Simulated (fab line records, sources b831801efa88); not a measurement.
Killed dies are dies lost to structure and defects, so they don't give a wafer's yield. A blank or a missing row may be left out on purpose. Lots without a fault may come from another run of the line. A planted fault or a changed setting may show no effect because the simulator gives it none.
Problem report in the 8D (eight disciplines) form, filled by code | flow sky130 | the parts of the form that need people (team, actions taken, sign-off) are left out

1. THE PROBLEM
NWELL_TW at SKY_NWELL_TW_MEAS_15 reads a mean of 1654 on 6 wafers of 2 lots; wafers without a fault read 1832 with a standard deviation of 13. That is -14 standard deviations from the usual mean.
First seen on wafer L587.1, day 9 20:52, on film_metro-04. The record holds 36 wafers of 12 lots with a number at this step. Rule for "out", or "out of limits": more than 4 standard deviations from the usual mean. The other wafers with a number count as sound.

2. WHAT IT IS AND WHAT IT IS NOT
question                    | is                     | is not
which readings at this step | NWELL_TW               | -
which lots                  | L587, L588             | L566, L569, L571, L574, L575, L576, L577, L578, L581, L589
which wafers of those lots  | all that have a number | -
read on which gauges        | film_metro-04          | film_metro-02, film_metro-03
when                        | from day 9 20:52       | up to then (27 sound wafers); but 3 sound wafers of L589 came after

3. SUSPECTS, AND WHAT RULES EACH OUT
Counting: a tool at a process step up to the reading stays a suspect if it ran every lot that is out and no sound lot after the first of them.
- the gauge at SKY_NWELL_TW_MEAS_15: ruled out. All the wafers that are out were read on film_metro-04, but those of them that SKY_NWELL_IMPLANT_11 has rows for are out there too, on other tools.
- implanter-01 at SKY_NWELL_IMPLANT_11: kept. It ran every lot that is out, first L587 (day 9 20:19), and no sound lot after that; its last sound lot up to then is L581 (day 8 08:22). Its own readings are out on those wafers: dose_ions_cm2, faraday_current_uA.
Left after counting: implanter-01 at SKY_NWELL_IMPLANT_11.

4. THE CAUSE (what the simulator had put in)
Process parameter drift: implanter-01, from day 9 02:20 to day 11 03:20, at SKY_NWELL_IMPLANT_11. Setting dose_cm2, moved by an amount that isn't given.
Counting left only this tool.

5. THE CHAIN OF EFFECTS, in route order
Each row: a reading whose mean over the struck wafers that have a number lies more than 3 standard deviations from the usual. Only readings for which the record gives a usual standard deviation are gone through. hours: the time from each lot's start at the first step in this table that gives one to its start at this step, as a median over the lots. sigmas: the change in usual standard deviations.
hours | step                 | reading            | usual        | on struck wafers | change      | sigmas
0     | SKY_NWELL_IMPLANT_11 | dose_ions_cm2      | 1.8998e+13   | 1.3643e+13       | -5.3550e+12 | -99 or more
0     | SKY_NWELL_IMPLANT_11 | faraday_current_uA | 107.2        | 76.3             | -30.9       | -15
1     | SKY_NWELL_TW_MEAS_15 | NWELL_TW           | 1832         | 1654             | -178        | -14
23    | SKY_NWELL_RS_MEAS_29 | NWELL_RS           | 625.0 ohm/sq | 745.2            | +120.2      | +75
The process steps in it:
- SKY_NWELL_IMPLANT_11

6. WHAT WOULD HAVE CAUGHT IT SOONER
In this record the first reading out of limits at a measuring or inspecting step was taken at day 9 20:52, 19 hours after the fault began at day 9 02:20.
The tool's own readings at SKY_NWELL_IMPLANT_11 were out on every struck wafer that the step has a row for (dose_ions_cm2, faraday_current_uA): an alarm limit on them would have fired on the first of those.
Of the lots that are out (2), L588 began SKY_NWELL_IMPLANT_11 on implanter-01 after day 9 20:52. A hold on the tool at that time would have spared it.
